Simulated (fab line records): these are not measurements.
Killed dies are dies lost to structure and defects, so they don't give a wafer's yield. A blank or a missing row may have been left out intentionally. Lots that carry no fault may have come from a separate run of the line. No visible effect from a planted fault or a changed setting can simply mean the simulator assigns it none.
Which tool was responsible? :: flow sfq line :: 14 lots, 42 wafers sampled, at 2 steps of a route of 325

WHAT THE GAUGES READ, wafer by wafer
Not one reading of a measure or inspect step in the record can be checked against a usual standard deviation.

WHAT TOOL EACH LOT RAN ON (gives the tool, then ch and the chambers of the sampled wafers, and finally the start)
lot: L629
SFQ_TRILAYER_I6_DEP_PECVD_165: pecvd-03 ch 0,1, day 61 11:35
SFQ_TRILAYER_I6_CMP_CMP_166: cmp-01 ch 0,1,3, day 61 15:35

lot: L630
SFQ_TRILAYER_I6_DEP_PECVD_165: pecvd-04 ch 0,1, day 61 16:23
SFQ_TRILAYER_I6_CMP_CMP_166: cmp-02 ch 0,1,3, day 61 16:28

lot: L632
SFQ_TRILAYER_I6_DEP_PECVD_165: pecvd-03 ch 0,2, day 61 22:38
SFQ_TRILAYER_I6_CMP_CMP_166: cmp-02 ch 0,3, day 61 22:43

lot: L633
SFQ_TRILAYER_I6_DEP_PECVD_165: pecvd-04 ch 0,1,2, day 62 00:49
SFQ_TRILAYER_I6_CMP_CMP_166: cmp-01 ch 0,1,2, day 62 02:22

lot: L634
SFQ_TRILAYER_I6_DEP_PECVD_165: pecvd-01 ch 2, day 62 03:26
SFQ_TRILAYER_I6_CMP_CMP_166: cmp-02 ch 0,1,2, day 62 04:04

lot: L638
SFQ_TRILAYER_I6_DEP_PECVD_165: pecvd-01 ch 0,1,2, day 69 20:39
SFQ_TRILAYER_I6_CMP_CMP_166: cmp-01 ch 1,2,3, day 69 21:14

lot: L639
SFQ_TRILAYER_I6_DEP_PECVD_165: pecvd-04 ch 0,1,2, day 69 23:03
SFQ_TRILAYER_I6_CMP_CMP_166: cmp-02 ch 0,2,3, day 69 23:38

lot: L640
SFQ_TRILAYER_I6_DEP_PECVD_165: pecvd-03 ch 0,1,2, day 70 02:41
SFQ_TRILAYER_I6_CMP_CMP_166: cmp-01 ch 0,1,2, day 70 04:14

lot: L641
SFQ_TRILAYER_I6_DEP_PECVD_165: pecvd-03 ch 1,2, day 71 17:09
SFQ_TRILAYER_I6_CMP_CMP_166: cmp-02 ch 0,1,3, day 71 18:14

lot: L642
SFQ_TRILAYER_I6_DEP_PECVD_165: pecvd-04 ch 0,1,2, day 71 19:34
SFQ_TRILAYER_I6_CMP_CMP_166: cmp-01 ch 0,1,2, day 71 19:39

lot: L643
SFQ_TRILAYER_I6_DEP_PECVD_165: pecvd-01 ch 0,1,2, day 73 05:28
SFQ_TRILAYER_I6_CMP_CMP_166: cmp-02 ch 0,3, day 73 06:01

lot: L644
SFQ_TRILAYER_I6_DEP_PECVD_165: pecvd-03 ch 0,1,2, day 73 20:45
SFQ_TRILAYER_I6_CMP_CMP_166: cmp-02 ch 1,3, day 73 21:20

lot: L648
SFQ_TRILAYER_I6_DEP_PECVD_165: pecvd-03 ch 0,2, day 74 17:40
SFQ_TRILAYER_I6_CMP_CMP_166: cmp-01 ch 0,1, day 74 17:50

lot: L652
SFQ_TRILAYER_I6_DEP_PECVD_165: pecvd-03 ch 1,2, day 76 04:05
SFQ_TRILAYER_I6_CMP_CMP_166: cmp-01 ch 0,1,2, day 76 04:09
- SFQ_TRILAYER_I6_DEP_PECVD_165: deposits SiO2 from SiH4/N2O, time 111.11 s, target thk 500 nm.
- SFQ_TRILAYER_I6_CMP_CMP_166: polishes SiO2.

WHAT THE TOOLS THEMSELVES READ (means of the sampled wafers that have a number; where no wafer has one, the mark that the record gives instead)
SFQ_TRILAYER_I6_DEP_PECVD_165.
lot: L629
tool: pecvd-03
chamber pressure Torr (Torr): 2.401
heater power w (W): 68
rf fwd power W (W): 183.0
showerhead vpp V (V): 814
throttle valve pct (%): 22.9

lot: L630
tool: pecvd-04
chamber pressure Torr (Torr): 2.400
heater power w (W): 79
rf fwd power W (W): 182.8
showerhead vpp V (V): 881
throttle valve pct (%): 23.9

lot: L632
tool: pecvd-03
chamber pressure Torr (Torr): 2.395
heater power w (W): 56
rf fwd power W (W): 182.4
showerhead vpp V (V): 829
throttle valve pct (%): 23.0

lot: L633
tool: pecvd-04
chamber pressure Torr (Torr): 2.406
heater power w (W): 93
rf fwd power W (W): 182.2
showerhead vpp V (V): 852
throttle valve pct (%): 23.9

lot: L634
tool: pecvd-01
chamber pressure Torr (Torr): 2.394
heater power w (W): 78
rf fwd power W (W): 182.0
showerhead vpp V (V): 796
throttle valve pct (%): 25.4

lot: L638
tool: pecvd-01
chamber pressure Torr (Torr): 2.398
heater power w (W): 83
rf fwd power W (W): 182.2
showerhead vpp V (V): 829
throttle valve pct (%): 25.9

lot: L639
tool: pecvd-04
chamber pressure Torr (Torr): 2.396
heater power w (W): 95
rf fwd power W (W): 183.3
showerhead vpp V (V): 847
throttle valve pct (%): 24.4

lot: L640
tool: pecvd-03
chamber pressure Torr (Torr): 2.402
heater power w (W): 73
rf fwd power W (W): 182.1
showerhead vpp V (V): 807
throttle valve pct (%): 23.1

lot: L641
tool: pecvd-03
chamber pressure Torr (Torr): 2.401
heater power w (W): 72
rf fwd power W (W): 183.1
showerhead vpp V (V): 783
throttle valve pct (%): 23.4

lot: L642
tool: pecvd-04
chamber pressure Torr (Torr): 2.403
heater power w (W): 94
rf fwd power W (W): 182.7
showerhead vpp V (V): 850
throttle valve pct (%): 24.6

lot: L643
tool: pecvd-01
chamber pressure Torr (Torr): 2.398
heater power w (W): 87
rf fwd power W (W): 182.6
showerhead vpp V (V): 821
throttle valve pct (%): 23.4

lot: L644
tool: pecvd-03
chamber pressure Torr (Torr): 2.396
heater power w (W): 69
rf fwd power W (W): 182.6
showerhead vpp V (V): 804
throttle valve pct (%): 23.2

lot: L648
tool: pecvd-03
chamber pressure Torr (Torr): 2.404
heater power w (W): 93
rf fwd power W (W): 108.7
showerhead vpp V (V): 637
throttle valve pct (%): 23.6

lot: L652
tool: pecvd-03
chamber pressure Torr (Torr): 2.394
heater power w (W): 104
rf fwd power W (W): 109.3
showerhead vpp V (V): 609
throttle valve pct (%): 23.5

SFQ_TRILAYER_I6_CMP_CMP_166.
lot: L629
tool: cmp-01
motor current A (A): 10.5
retaining ring pressure frac: 1.000
time to endpoint s (s): 216

lot: L630
tool: cmp-02
motor current A (A): 9.2
retaining ring pressure frac: 1.003
time to endpoint s (s): 225

lot: L632
tool: cmp-02
motor current A (A): 9.5
retaining ring pressure frac: 0.999
time to endpoint s (s): 216

lot: L633
tool: cmp-01
motor current A (A): 10.5
retaining ring pressure frac: 1.000
time to endpoint s (s): 209

lot: L634
tool: cmp-02
motor current A (A): 9.7
retaining ring pressure frac: 1.001
time to endpoint s (s): 216

lot: L638
tool: cmp-01
motor current A (A): 10.7
retaining ring pressure frac: 0.998
time to endpoint s (s): 211

lot: L639
tool: cmp-02
motor current A (A): 9.7
retaining ring pressure frac: 0.994
time to endpoint s (s): 213

lot: L640
tool: cmp-01
motor current A (A): 10.2
retaining ring pressure frac: 0.999
time to endpoint s (s): 212

lot: L641
tool: cmp-02
motor current A (A): 9.4
retaining ring pressure frac: 1.001
time to endpoint s (s): 230

lot: L642
tool: cmp-01
motor current A (A): 10.7
retaining ring pressure frac: 1.001
time to endpoint s (s): 213

lot: L643
tool: cmp-02
motor current A (A): 9.6
retaining ring pressure frac: 1.002
time to endpoint s (s): 211

lot: L644
tool: cmp-02
motor current A (A): 9.8
retaining ring pressure frac: 0.999
time to endpoint s (s): 224

lot: L648
tool: cmp-01
motor current A (A): 10.8
retaining ring pressure frac: 1.002
time to endpoint s (s): 153

lot: L652
tool: cmp-01
motor current A (A): 10.5
retaining ring pressure frac: 0.997
time to endpoint s (s): 155

THE ANSWER, worked out from the rows above alone
Rule: the usual values come from the lots themselves. The widest of any qualifying gaps counts: lots, ordered by their means at a reading, are off when they make up no more than a third of the lots, leave a main group of 4 or more, and stand apart from it by 3 or more times the standard deviation of that group's means. A main group whose means are all the same, to the digits that the tables above print for the reading, isn't used. Also off: a lot with no number at a reading for which 4 or more lots have one. All remaining lots with rows at the step are treated as sound. The gauges are gone through in route order, then the tools' own readings, and for those a lot's mean is taken as printed above. The first step at which some lot is off is used, and at that step the reading that is off furthest; a lot without a number counts as furthest.
Off: L648, L652, at SFQ_TRILAYER_I6_DEP_PECVD_165 (rf fwd power W). Mean 182.6 W and standard deviation 0.4 in the main group.
If a tool, at that step or one of the process steps before it, ran each lot that is off and ran no sound lot following the first of them, it fits. One candidate fits, namely pecvd-03 at SFQ_TRILAYER_I6_DEP_PECVD_165. Its last sound lot is L644 (day 73 20:45), its first lot that is off L648 (day 74 17:40): a fault that began between those two fits.
The tool's own readings at SFQ_TRILAYER_I6_DEP_PECVD_165 bear it out: on the lots that are off they differ by more than 5 times the standard deviation of the sound lots' means. rf fwd power W reads 109.0 W there against 182.6 W on the sound lots; showerhead vpp V reads 623 V there against 826 V on the sound lots.

WHAT HAD BEEN PUT IN BY THE SIMULATOR
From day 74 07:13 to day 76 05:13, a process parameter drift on pecvd-03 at SFQ_TRILAYER_I6_DEP_PECVD_165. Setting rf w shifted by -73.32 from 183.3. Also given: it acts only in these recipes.
Lots struck among those shown: L648, L652. Same finding as the rule above.
